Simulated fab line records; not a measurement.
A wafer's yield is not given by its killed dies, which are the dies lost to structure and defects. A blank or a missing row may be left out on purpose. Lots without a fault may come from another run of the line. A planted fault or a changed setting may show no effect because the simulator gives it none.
A single fault, viewed from 2 desks -- flow gf180mcu -- every desk sees just its own numbers, and what lay behind them comes last

== FROM THE METROLOGY DESK ==
Means of the sampled wafers that have a number, per lot and without regard to the tool the lot ran on: this is what the gauges read. The brackets show how far a lot's mean lies from the usual mean; more than 4 standard deviations puts the lot out of limits, marked OUT.
Columns: A = cd-nm at GF_STI_CD_MEAS_12, usual 220.4 nm; B = STI_OXIDATION_01_THK at GF_STI_THK_MEAS_22, usual 15.03 nm; C = STI_CVD_23_THK at GF_STI_THK_MEAS_24, usual 646 nm
lot,first seen here,A,B,C
L926,day 3 14:40,222.3,14.91,639
L931,day 4 15:28,219.6,14.75,640
L934,day 5 06:31,221.2,14.67,655
L937,day 5 21:41,220.7,15.09,654
L942,day 7 00:34,219.2,14.82,644
Result from this desk: across the 5 lots, nothing is out of limits.

== FOR THE TOOL OWNER'S DESK: wet-bench-02 ==
The tool's own readings at GF_STI_WET_ETCH_17 (etches Si3N4 in H3PO4, target depth 45 nm, time 514 s): means of the sampled wafers that have a number, for each lot that ran on this tool. The brackets show how far a lot's mean lies from the usual mean; more than 4 standard deviations puts the lot out of limits, marked OUT.
Columns: A = bath-guard-temp-C at GF_STI_WET_ETCH_17, usual 160.0 C; B = bath-heat-duty-pct at GF_STI_WET_ETCH_17, usual 27 %; C = temp-c at GF_STI_WET_ETCH_17, usual 159.98 C
lot,first seen here,A,B,C
L926,day 3 15:04,160.0,27,160.01
L934,day 5 06:55,147.6 (-25) OUT,19,146.62 (-99 or more) OUT
This desk's finding: out of limits on L934; first on L934, day 5 06:55 (bath-guard-temp-C at GF_STI_WET_ETCH_17). In limits: L926.

== TAKEN TOGETHER ==
At day 5 06:55, on L934, the tool owner's desk was in a position to raise an alarm.
From the metrology desk's view, nothing was out of limits.
The metrology desk has L934 on record, within its limits.
Every lot named ran GF_STI_WET_ETCH_17 on wet-bench-02.

== WHAT HAD BEEN PUT IN BY THE SIMULATOR ==
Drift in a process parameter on wet-bench-02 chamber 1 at GF_STI_WET_ETCH_17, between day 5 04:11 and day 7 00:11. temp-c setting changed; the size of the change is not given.
Lots struck among those shown: L934.
Delay in hours, fault start to first out-of-limits reading, by desk: the tool owner's desk at 3.
